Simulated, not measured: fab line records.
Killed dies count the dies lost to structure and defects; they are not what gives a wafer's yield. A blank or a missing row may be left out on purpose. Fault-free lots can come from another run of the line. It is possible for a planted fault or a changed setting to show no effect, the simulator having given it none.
Which tool is to blame? | flow gf180mcu | 6 lots (16 wafers sampled), 1 step of a 602-step route

## WHAT EACH GAUGE READ, for each wafer
GF_M3_THK_MEAS_06: measures by xrf.
lot  | measured     | on            | M3_ALCU_THK (nm)
L573 | day 20 06:52 | film-metro-01 | 473 464 472
L575 | day 21 07:13 | film-metro-04 | 474 466 473
L581 | day 23 19:44 | film-metro-04 | 462 460
L583 | day 24 14:55 | film-metro-03 | 456 457
L590 | day 26 20:34 | film-metro-04 | 465 464 463
L594 | day 27 22:55 | film-metro-01 | 458 457 459

## EACH LOT AND THE TOOL THAT RAN IT (in order: tool; ch and the chambers of the sampled wafers; start)
There is no process step in the record ahead of these readings.

## THE ANSWER, worked out from the rows above alone
Rule: the lots themselves supply what counts as usual. Put in order of their means at a reading, lots are off if they are a third of the lots or fewer, leave a main group of 4 or more, and stand apart from it by a gap of 3 or more times the standard deviation of the main group's means; of several such gaps the widest counts. Not used: any main group whose means are identical at the precision the tables above print for the reading. Also off: a lot with no number at a reading for which 4 or more lots have one. Where the step has rows for the other lots, those lots are counted as sound.
No lot is off on any of the readings shown, so nothing can be concluded from this.

## WHAT THE SIMULATOR HAD PUT IN
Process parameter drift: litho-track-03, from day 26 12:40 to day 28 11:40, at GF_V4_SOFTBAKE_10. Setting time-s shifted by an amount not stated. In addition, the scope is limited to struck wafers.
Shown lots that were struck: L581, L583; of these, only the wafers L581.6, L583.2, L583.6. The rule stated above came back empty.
